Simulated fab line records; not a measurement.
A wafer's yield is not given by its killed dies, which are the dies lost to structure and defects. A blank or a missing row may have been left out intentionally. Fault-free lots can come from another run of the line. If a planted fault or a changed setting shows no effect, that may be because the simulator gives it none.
fab line records ; flow sky130
record lots=7; wafers=18; last-day=50
route steps=708 shown VT_ADJUST_NCORE@128 VT_ADJUST_HVTR@131 VT_ADJUST_PCH@143 PAD_OPEN@708
lots that met no fault: taken from a fault-free run of the same line
start-h: start of the lot's first displayed wafer, in hours after the record's first day ; wait-h: hours since the lot's step before ; " repeats the value in the row above ; L1.1+2: a row that stands for several wafers ; - no value, or no start was given ; * or withheld: withheld ; < > ~ a bound
route shown NAME@n: names a module that has steps shown in the file, with the first one's number in the route ; usual: average and standard deviation across the fault-free wafers ; same: alike in all rows ; chamber/n: place in a boat ; sites: per-site readings ; _std_site: the standard deviation of these ; _edge_site: mean of outer sites minus mean of inner sites ; radius-mm: how far each site lies from the wafer's centre ; mask NAME#n: copy n ; behind: the most recent tool/chamber to have shaped the wafer ; hold: reason for holding the lot/hours on hold/outcome of the hold ; device: names the non-switching transistor (n, p or np) ; end of line: at the end of the route, the tests of the same wafers ; a step given without rows: its recipe and nothing more ; killed: dies that structure and defects cost at the first sort, which is not the same as the wafer's yield ; map: dies across one wafer; x = killed, . = not, _ = none there
set.NAME: the setting that was run; set.NAME@STEP: the one run at that earlier step ; model.NAME: the simulator's own value behind a step, which no gauge read
a table for each step, a row for each wafer; lots at some steps of the route
services: from which hour (start-h, from the record's first day; less than 0 if before it) a tool's chamber was out of use, for how many hours, and why
## steps
# step SKY_VT_ADJUST_NCORE_IMPLANT_09
# recipe species=B; energy-kev=10; dose-cm2=2.4e+12; tilt-deg=withheld
# step SKY_VT_ADJUST_NCORE_STRIP_10
# recipe chemistry=O2/N2; power-w=1400; pressure-mtorr=1500; platen-temp-c=withheld; o2-flow-sccm=3000; n2-flow-sccm=300; overash-fraction=0.5
# usual drypump-motor-current-A=5.93/0.17; o2-flow-sccm=3000/8.9; oes-product-au=0.715/0.0046; strip-time-to-endpoint-s=14.18/0.04
lot.wafer;tool;chamber;start-h;wait-h;drypump-motor-current-A;o2-flow-sccm;oes-product-au;rf-hours-counter-h;strip-time-to-endpoint-s
L670.1;plasma-asher-04;0;203.80;0.1;5.76;3002;0.712;38;14.15
L670.2;plasma-asher-04;1;203.80;0.1;6.03;2999;0.719;38;14.16
L670.6;plasma-asher-04;0;203.80;0.1;5.74;3015;0.727;-;14.16
L673.2;plasma-asher-02;0;211.45;0.1;5.86;2995;0.721;8;14.11
L673.5;plasma-asher-02;0;211.45;0.1;5.88;2996;0.713;-;14.20
L673.6;plasma-asher-02;1;211.45;0.1;5.75;2996;0.718;-;14.15
L681.1;plasma-asher-04;1;271.67;0.1;6.03;3002;0.713;46;14.21
L681.5;plasma-asher-04;0;271.67;0.1;5.75;2994;0.713;-;14.13
L684.2;plasma-asher-04;0;292.25;0.1;5.78;3006;0.712;48;14.14
L684.5;plasma-asher-04;0;292.25;0.1;5.76;3011;0.717;-;14.16
L685.1;plasma-asher-04;1;299.80;0.1;6.02;3007;0.720;49;14.12
L685.5;plasma-asher-04;0;299.80;0.1;5.73;2995;0.720;-;14.19
L688.1;plasma-asher-01;0;324.97;0.1;5.93;3007;0.718;62;14.18
L688.3;plasma-asher-01;0;324.97;0.1;5.92;3018;0.717;-;14.19
L688.5;plasma-asher-01;1;324.97;0.1;6.21;2991;0.713;-;14.18
L690.3;plasma-asher-02;0;340.18;0.1;5.85;3007;0.714;-;14.22
L690.5;plasma-asher-02;0;340.18;0.1;5.87;2998;0.708;-;14.24
L690.6;plasma-asher-02;1;340.18;0.1;5.75;3010;0.715;-;14.16
# step SKY_VT_ADJUST_NCORE_TW_MEAS_11
# usual VT_ADJUST_NCORE_TW=218.2/1.5
lot.wafer;tool;chamber;start-h;wait-h;VT_ADJUST_NCORE_TW
L670.1;film-metro-02;-;203.90;0.1;215.9
L670.2;film-metro-02;-;203.90;0.1;217.3
L670.6;film-metro-02;-;203.90;0.1;216.3
L673.2;film-metro-02;-;211.56;0.1;217.6
L673.5;film-metro-02;-;211.56;0.1;217.5
L673.6;film-metro-02;-;211.56;0.1;216.1
L681.1;film-metro-01;-;271.77;0.1;218.0
L681.5;film-metro-01;-;271.77;0.1;219.1
L684.2;film-metro-01;-;292.36;0.1;218.9
L684.5;film-metro-01;-;292.36;0.1;217.7
L685.1;film-metro-01;-;299.90;0.1;219.2
L685.5;film-metro-01;-;299.90;0.1;218.6
L688.1;film-metro-01;-;325.07;0.1;219.5
L688.3;film-metro-01;-;325.07;0.1;220.8
L688.5;film-metro-01;-;325.07;0.1;221.3
L690.3;film-metro-01;-;340.27;0.1;218.6
L690.5;film-metro-01;-;340.27;0.1;217.9
L690.6;film-metro-01;-;340.27;0.1;219.0
# step SKY_VT_ADJUST_HVTR_DEHYDRATE_00
# recipe temp-c=200; time-s=60
# step SKY_VT_ADJUST_HVTR_HMDS_01
# recipe prime-time-s=60; prime-temp-c=120
# step SKY_VT_ADJUST_HVTR_COAT_02
# recipe resist=NOVOLAK; spin-rpm=3000; resist-thk-nm=1140
# step SKY_VT_ADJUST_HVTR_SOFTBAKE_03
# recipe temp-c=90; time-s=60; resist=NOVOLAK
# step SKY_VT_ADJUST_HVTR_EXPOSE_04
# recipe mask-id=HVTRM; target-cd-nm=380; na=0.6; source-shape=conventional; sigma-outer=0.6; dose-mj=150
# step SKY_VT_ADJUST_HVTR_PEB_05
# recipe temp-c=withheld; time-s=*; resist=NOVOLAK
# step SKY_VT_ADJUST_HVTR_DEVELOP_06
# recipe develop-time-s=60; dev-temp-c=23
# step SKY_VT_ADJUST_HVTR_CD_MEAS_07
# recipe target-cd-nm=380
# usual cd-nm=379.5/2.6
lot.wafer;tool;chamber;start-h;wait-h;cd-nm
L670.1;cd-sem-02;-;225.50;0.1;382.4
L670.2;cd-sem-02;-;225.50;0.1;383.8
L670.6;cd-sem-02;-;225.50;0.1;379.3
L673.2;cd-sem-02;-;234.51;0.1;378.5
L673.5;cd-sem-02;-;234.51;0.1;379.1
L673.6;cd-sem-02;-;234.51;0.1;377.8
L681.1;cd-sem-02;-;296.74;0.1;376.4
L681.5;cd-sem-02;-;296.74;0.1;378.5
L684.2;cd-sem-01;-;318.27;0.1;379.5
L684.5;cd-sem-01;-;318.27;0.1;382.5
L685.1;cd-sem-01;-;325.10;0.1;374.2
L685.5;cd-sem-01;-;325.10;0.1;376.6
L688.1;cd-sem-01;-;351.53;0.1;379.2
L688.3;cd-sem-01;-;351.53;0.1;379.5
L688.5;cd-sem-01;-;351.53;0.1;376.2
L690.3;cd-sem-01;-;367.77;0.1;374.3
L690.5;cd-sem-01;-;367.77;0.1;376.4
L690.6;cd-sem-01;-;367.77;0.1;377.5
# step SKY_VT_ADJUST_HVTR_OVL_MEAS_08
# usual VT_ADJUST_HVTR_OVL=0.8/1.5
lot.wafer;tool;chamber;start-h;wait-h;VT_ADJUST_HVTR_OVL[nm]
L670.1;overlay-01;-;225.62;0.1;0.1
L670.2;overlay-01;-;225.62;0.1;1.1
L670.6;overlay-01;-;225.62;0.1;0.2
L673.2;overlay-02;-;234.62;0.1;-0.4
L673.5;overlay-02;-;234.62;0.1;1.0
L673.6;overlay-02;-;234.62;0.1;-1.3
L681.1;overlay-02;-;296.86;0.1;-0.2
L681.5;overlay-02;-;296.86;0.1;2.8
L684.2;overlay-01;-;318.37;0.1;-0.8
L684.5;overlay-01;-;318.37;0.1;0.1
L685.1;overlay-01;-;325.22;0.1;-0.7
L685.5;overlay-01;-;325.22;0.1;0.8
L688.1;overlay-01;-;351.65;0.1;-0.1
L688.3;overlay-01;-;351.65;0.1;2.6
L688.5;overlay-01;-;351.65;0.1;0.3
L690.3;overlay-01;-;367.87;0.1;-3.1
L690.5;overlay-01;-;367.87;0.1;-2.2
L690.6;overlay-01;-;367.87;0.1;-0.7
# step SKY_VT_ADJUST_HVTR_IMPLANT_09
# recipe species=B; energy-kev=10; dose-cm2=2.1e+12; tilt-deg=withheld
# usual beam-on-s=9.98/0.2; faraday-current-uA=11.86/0.24
lot.wafer;tool;chamber;start-h;wait-h;beam-on-s;faraday-current-uA
L670.1;implanter-03;0;225.65;0.0;9.82;12.05
L670.2;implanter-03;0;225.65;0.0;9.94;11.95
L670.6;implanter-03;0;225.65;0.0;10.46;11.32
L673.2;implanter-02;0;234.67;0.0;10.00;11.86
L673.5;implanter-02;0;234.67;0.0;9.80;12.07
L673.6;implanter-02;0;234.67;0.0;10.04;11.78
L681.1;implanter-03;0;296.89;0.0;10.05;11.74
L681.5;implanter-03;0;296.89;0.0;8.05;14.72
L684.2;implanter-03;0;318.43;0.0;8.17;14.48
L684.5;implanter-03;0;318.43;0.0;8.38;14.14
L685.1;implanter-03;0;325.25;0.0;9.77;12.11
L685.5;implanter-03;0;325.25;0.0;8.50;13.94
L688.1;implanter-04;0;351.69;0.0;9.73;12.19
L688.3;implanter-04;0;351.69;0.0;9.70;12.19
L688.5;implanter-04;0;351.69;0.0;10.32;11.50
L690.3;implanter-02;0;367.94;0.1;9.91;12.01
L690.5;implanter-02;0;367.94;0.1;10.02;11.83
L690.6;implanter-02;0;367.94;0.1;10.01;11.86
# step SKY_VT_ADJUST_HVTR_STRIP_10
# recipe chemistry=O2/N2; power-w=1400; pressure-mtorr=1500; platen-temp-c=withheld; o2-flow-sccm=3000; n2-flow-sccm=300; overash-fraction=0.5
# usual drypump-motor-current-A=5.81/0.25; o2-flow-sccm=3000/9.1; oes-product-au=0.716/0.0042; strip-time-to-endpoint-s=14.20/0.039
lot.wafer;tool;chamber;start-h;wait-h;drypump-motor-current-A;o2-flow-sccm;oes-product-au;rf-hours-counter-h;strip-time-to-endpoint-s
L670.1;plasma-asher-02;1;225.80;0.1;5.72;2998;0.716;9;14.20
L670.2;plasma-asher-02;0;225.80;0.1;5.88;2997;0.712;9;14.17
L670.6;plasma-asher-02;1;225.80;0.1;5.73;3009;0.717;-;14.20
L673.2;plasma-asher-04;0;234.80;0.1;5.77;3002;0.714;42;14.18
L673.5;plasma-asher-04;0;234.80;0.1;5.75;3026;0.715;-;14.22
L673.6;plasma-asher-04;1;234.80;0.1;6.07;2993;0.724;-;14.17
L681.1;plasma-asher-04;0;297.04;0.1;5.75;2985;0.713;49;14.23
L681.5;plasma-asher-04;1;297.04;0.1;6.04;3002;0.718;-;14.20
L684.2;plasma-asher-03;0;318.55;0.1;6.07;3004;0.709;66;14.23
L684.5;plasma-asher-03;0;318.55;0.1;6.09;3008;0.713;-;14.19
L685.1;plasma-asher-02;0;325.40;0.1;5.84;3010;0.716;19;14.25
L685.5;plasma-asher-02;0;325.40;0.1;5.84;3003;0.714;-;14.23
L688.1;plasma-asher-04;1;351.84;0.1;6.10;3001;0.717;54;14.22
L688.3;plasma-asher-04;0;351.84;0.1;5.74;2999;0.717;-;14.24
L688.5;plasma-asher-04;0;351.84;0.1;5.76;2995;0.709;-;14.25
L690.3;plasma-asher-03;0;368.07;0.1;6.02;3004;0.707;-;14.19
L690.5;plasma-asher-03;0;368.07;0.1;6.04;2993;0.717;-;14.24
L690.6;plasma-asher-03;1;368.07;0.1;5.32;2976;0.719;-;14.19
# step SKY_VT_ADJUST_HVTR_TW_MEAS_11
# usual VT_ADJUST_HVTR_TW=210.8/1.6
lot.wafer;tool;chamber;start-h;wait-h;VT_ADJUST_HVTR_TW
L670.1;film-metro-03;-;225.90;0.1;213.6
L670.2;film-metro-03;-;225.90;0.1;213.3
L670.6;film-metro-03;-;225.90;0.1;213.1
L673.2;film-metro-03;-;234.91;0.1;213.5
L673.5;film-metro-03;-;234.91;0.1;212.5
L673.6;film-metro-03;-;234.91;0.1;213.1
L681.1;film-metro-02;-;297.14;0.1;209.8
L681.5;film-metro-02;-;297.14;0.1;198.3
L684.2;film-metro-03;-;318.66;0.1;199.7
L684.5;film-metro-03;-;318.66;0.1;200.1
L685.1;film-metro-02;-;325.50;0.1;207.9
L685.5;film-metro-02;-;325.50;0.1;196.7
L688.1;film-metro-03;-;351.94;0.1;211.8
L688.3;film-metro-03;-;351.94;0.1;210.8
L688.5;film-metro-03;-;351.94;0.1;212.8
L690.3;film-metro-02;-;368.18;0.1;209.0
L690.5;film-metro-02;-;368.18;0.1;210.1
L690.6;film-metro-02;-;368.18;0.1;209.7
# step SKY_VT_ADJUST_PCH_DEHYDRATE_00
# recipe temp-c=200; time-s=60
# step SKY_PAD_OPEN_PROBE_99
# usual killed_at_M0_to_M3=43/7.3; killed_at_M4_up=3.1/1.7; killed-at-contacts=25/5.3; killed-at-front-end=15/4.3; killed-at-other=0.2/0.54; killed-dies=87/10; killed-open=48/7.6; killed-short=38/6.1
# same gross-dies=492; killed-at-back-side=0
lot.wafer;tool;chamber;start-h;wait-h;killed_at_M0_to_M3;killed_at_M4_up;killed-at-contacts;killed-at-front-end;killed-at-other;killed-dies;killed-open;killed-short;model.etest.pfet_01v8_mvt.drive-ua-um;model.etest.pfet_01v8_mvt.off-log10-a-um;model.etest.pfet_01v8_mvt.vt-sat-v;model.etest.pfet_01v8_mvt.vt-v;model.etest.pfet_01v8_mvt.vt-long-v
L670.1;prober-02;-;1096.51;0.1;32;1;33;7;0;73;41;32;149;-10.82;-0.5647;-0.6491;-0.859
L670.2;prober-02;-;1096.56;0.1;39;4;18;14;0;75;40;35;151.1;-10.85;-0.573;-0.6572;-0.8631
L670.6;prober-02;-;1096.76;0.2;35;6;30;22;0;93;49;44;151.8;-10.68;-0.5611;-0.6438;-0.8556
L673.2;prober-01;-;1098.33;0.1;40;4;27;18;0;89;44;45;153.6;-10.37;-0.5466;-0.6343;-0.8442
L673.5;prober-01;-;1098.48;0.2;45;6;29;17;0;97;55;42;153.5;-10.49;-0.5596;-0.6479;-0.8599
L673.6;prober-01;-;1098.53;0.2;30;4;22;15;0;71;35;36;152.7;-10.56;-0.5581;-0.6434;-0.8488
L681.1;prober-01;-;1151.84;0.1;40;1;20;16;1;78;44;33;-;-;-;-;-
L681.5;prober-01;-;1152.04;0.2;49;7;27;20;0;103;54;49;-;-;-;-;-
L684.2;prober-01;-;1169.36;0.1;42;2;19;16;0;79;45;34;140.5;-11.65;-0.6372;-0.7144;-0.9204
L684.5;prober-01;-;1169.51;0.2;41;1;19;20;0;81;38;43;140.9;-11.65;-0.6369;-0.7167;-0.9227
L685.1;prober-01;-;1176.13;0.1;41;3;16;12;0;72;46;26;150.4;-10.91;-0.5857;-0.6692;-0.8722
L685.5;prober-01;-;1176.33;0.2;38;1;30;9;0;78;35;42;141.6;-11.71;-0.6409;-0.7163;-0.9152
L688.1;prober-02;-;1187.13;0.1;42;3;20;22;1;88;56;32;153.1;-10.59;-0.5584;-0.6514;-0.866
L688.3;prober-02;-;1187.23;0.2;44;7;20;24;0;95;45;49;154.5;-10.45;-0.5525;-0.646;-0.8605
L688.5;prober-02;-;1187.33;0.2;38;6;22;14;0;80;51;29;154.3;-10.55;-0.551;-0.6466;-0.8591
L690.3;prober-01;-;1196.38;0.2;42;1;35;20;0;98;57;41;154.8;-10.5;-0.5454;-0.6364;-0.8475
L690.5;prober-01;-;1196.48;0.2;38;7;25;21;1;92;45;47;151.8;-10.41;-0.5544;-0.6416;-0.8448
L690.6;prober-01;-;1196.53;0.2;62;2;23;19;0;106;54;52;154.9;-10.44;-0.5423;-0.6357;-0.8494
# killed by level:class
L670.1 CONTACT:geometric-particle:open=13 VIA2:geometric-particle:open=7 METAL1:geometric-particle:short=6 LI_CONTACT:geometric-particle:short=5 LI_CONTACT:geometric-particle:open=5 LOCAL_INTERCONNECT:geometric-particle:short=5 CONTACT:geometric-particle:short=5 VIA3:geometric-particle:open=5
L670.2 METAL1:geometric-particle:short=8 CONTACT:geometric-particle:open=7 VIA3:geometric-particle:open=6 METAL2:geometric-particle:short=6 VIA2:geometric-particle:open=6 LI_CONTACT:geometric-particle:open=5 FIELD_ISO:geometric-particle:short=4 POLY_GATE:geometric-particle:open=4
L670.6 LI_CONTACT:geometric-particle:open=10 VIA1:geometric-particle:open=10 CONTACT:geometric-particle:open=8 CONTACT:geometric-particle:short=7 METAL4:geometric-particle:short=6 POLY_GATE:geometric-particle:short=5 METAL2:geometric-particle:short=5 VIA3:geometric-particle:open=5
L673.2 CONTACT:geometric-particle:open=14 VIA1:geometric-particle:open=11 METAL2:geometric-particle:short=11 FIELD_ISO:geometric-particle:short=6 LI_CONTACT:geometric-particle:open=5 VIA2:geometric-particle:open=5 POLY_GATE:geometric-particle:short=4 VIA1:geometric-particle:short=3
L673.5 VIA1:geometric-particle:open=11 CONTACT:geometric-particle:open=10 VIA3:geometric-particle:open=9 LI_CONTACT:geometric-particle:open=7 CONTACT:geometric-particle:short=5 FIELD_ISO:geometric-particle:short=4 FIELD_ISO:geometric-particle:open=4 VIA1:geometric-particle:short=4
L673.6 CONTACT:geometric-particle:open=8 VIA2:geometric-particle:open=7 VIA1:geometric-particle:open=6 METAL2:geometric-particle:short=5 CONTACT:geometric-particle:short=5 FIELD_ISO:geometric-particle:short=4 LI_CONTACT:geometric-particle:open=4 LOCAL_INTERCONNECT:geometric-particle:short=4
L681.1 CONTACT:geometric-particle:open=8 VIA1:geometric-particle:open=8 CONTACT:geometric-particle:short=6 VIA2:geometric-particle:open=6 FIELD_ISO:geometric-particle:open=5 VIA1:geometric-particle:short=5 METAL2:geometric-particle:short=5 VIA3:geometric-particle:open=5
L681.5 LI_CONTACT:geometric-particle:open=10 VIA1:geometric-particle:open=10 VIA2:geometric-particle:open=10 VIA3:geometric-particle:open=7 CONTACT:geometric-particle:open=6 CONTACT:geometric-particle:short=6 METAL1:geometric-particle:short=6 METAL4:geometric-particle:short=6
L684.2 VIA1:geometric-particle:open=11 VIA3:geometric-particle:open=7 CONTACT:geometric-particle:short=6 METAL2:geometric-particle:short=6 POLY_GATE:geometric-particle:open=5 CONTACT:geometric-particle:open=5 LI_CONTACT:geometric-particle:open=4 VIA2:geometric-particle:short=4
L684.5 VIA1:geometric-particle:open=7 METAL2:geometric-particle:short=7 FIELD_ISO:geometric-particle:short=6 CONTACT:geometric-particle:short=6 VIA1:geometric-particle:short=6 FIELD_ISO:geometric-particle:open=5 METAL2:geometric-particle:open=5 CONTACT:geometric-particle:open=4
L685.1 VIA1:geometric-particle:open=9 VIA3:geometric-particle:open=8 VIA2:geometric-particle:open=7 LI_CONTACT:geometric-particle:open=6 CONTACT:geometric-particle:open=5 POLY_GATE:geometric-particle:open=4 METAL1:geometric-particle:short=4 METAL2:geometric-particle:short=4
L685.5 LOCAL_INTERCONNECT:geometric-particle:short=9 CONTACT:geometric-particle:open=8 METAL1:geometric-particle:short=8 VIA2:geometric-particle:short=7 LI_CONTACT:geometric-particle:open=6 METAL2:geometric-particle:short=6 VIA1:geometric-particle:open=5 VIA2:geometric-particle:open=5
L688.1 VIA1:geometric-particle:open=12 FIELD_ISO:geometric-particle:open=10 CONTACT:geometric-particle:open=8 FIELD_ISO:geometric-particle:short=6 LI_CONTACT:geometric-particle:open=5 VIA1:geometric-particle:short=4 METAL1:geometric-particle:short=4 VIA2:geometric-particle:open=4
L688.3 VIA1:geometric-particle:open=16 FIELD_ISO:geometric-particle:short=9 CONTACT:geometric-particle:open=7 METAL1:geometric-particle:short=6 FIELD_ISO:geometric-particle:open=5 LI_CONTACT:geometric-particle:open=5 VIA1:geometric-particle:short=5 CONTACT:geometric-particle:short=4
L688.5 CONTACT:geometric-particle:open=10 FIELD_ISO:geometric-particle:open=8 VIA1:geometric-particle:open=8 VIA3:geometric-particle:open=7 LI_CONTACT:geometric-particle:open=6 METAL2:geometric-particle:short=6 METAL1:geometric-particle:short=6 VIA2:geometric-particle:open=5
L690.3 LI_CONTACT:geometric-particle:open=14 CONTACT:geometric-particle:open=9 VIA1:geometric-particle:open=8 METAL2:geometric-particle:short=8 VIA3:geometric-particle:open=6 FIELD_ISO:geometric-particle:open=5 POLY_GATE:geometric-particle:short=5 VIA2:geometric-particle:open=5
L690.5 CONTACT:geometric-particle:short=9 LI_CONTACT:geometric-particle:open=8 VIA1:geometric-particle:open=8 METAL2:geometric-particle:short=7 POLY_GATE:geometric-particle:open=5 POLY_GATE:geometric-particle:short=4 CONTACT:geometric-particle:open=4 METAL4:geometric-particle:short=4
L690.6 VIA1:geometric-particle:open=13 CONTACT:geometric-particle:open=11 VIA3:geometric-particle:open=8 METAL1:geometric-particle:short=7 METAL2:geometric-particle:short=7 CONTACT:geometric-particle:short=6 VIA1:geometric-particle:short=6 METAL3:geometric-particle:short=5
## services
tool;chamber;start-h;hours;kind
implanter-02;-;180.03;1.9;repair
plasma-asher-02;-;185.82;7.5;repair
implanter-02;-;218.17;5.7;pm
plasma-asher-03;-;219.56;2.9;repair
plasma-asher-01;-;262.75;20.2;repair
implanter-03;-;270.47;3.6;pm
implanter-02;-;288.94;3.5;pm
implanter-03;-;293.26;2.1;repair
implanter-02;-;298.14;1.2;repair
implanter-04;-;298.90;2.8;repair
implanter-03;-;312.08;1.9;repair
plasma-asher-03;-;315.93;0.6;repair
implanter-04;-;324.17;3.4;repair
implanter-04;-;344.31;3.1;repair
implanter-04;-;359.90;1.9;repair
plasma-asher-04;-;365.22;0.6;repair
## key
first-sign step=SKY_VT_ADJUST_HVTR_IMPLANT_09; reading=faraday-current-uA; direction=up; sigmas=10; usual=11.86; struck=14.32
effect step=SKY_VT_ADJUST_HVTR_IMPLANT_09; reading=beam-on-s; direction=down; sigmas=8.4; usual=9.98; struck=8.27
effect step=SKY_VT_ADJUST_HVTR_TW_MEAS_11; reading=VT_ADJUST_HVTR_TW; direction=down; sigmas=7.6; usual=210.8; struck=198.7
model-effect step=SKY_PAD_OPEN_PROBE_99; value=etest.pfet_01v8_mvt.drive-ua-um; without=147.9; struck=141
met-at SKY_VT_ADJUST_HVTR_IMPLANT_09
struck-wafers L681.5,L684.2,L684.5,L685.5
tester-left-out L681,L684,L685
onset-between 225.65 296.89
fault kind=process-parameter-drift; tool=implanter-03; chamber=-; onset-h=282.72; steps=SKY_VT_ADJUST_HVTR_IMPLANT_09; channel=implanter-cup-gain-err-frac; offset=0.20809; shape=step; end-h=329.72; scope=struck-wafers-only
# tester-left-out: of these lots the tester's yield and bins aren't shown, on N5 and GAA mostly nor the transistor test; their killed dies are dies lost to structure and defects alone, not to doping, threshold or leakage, so they don't give the yield
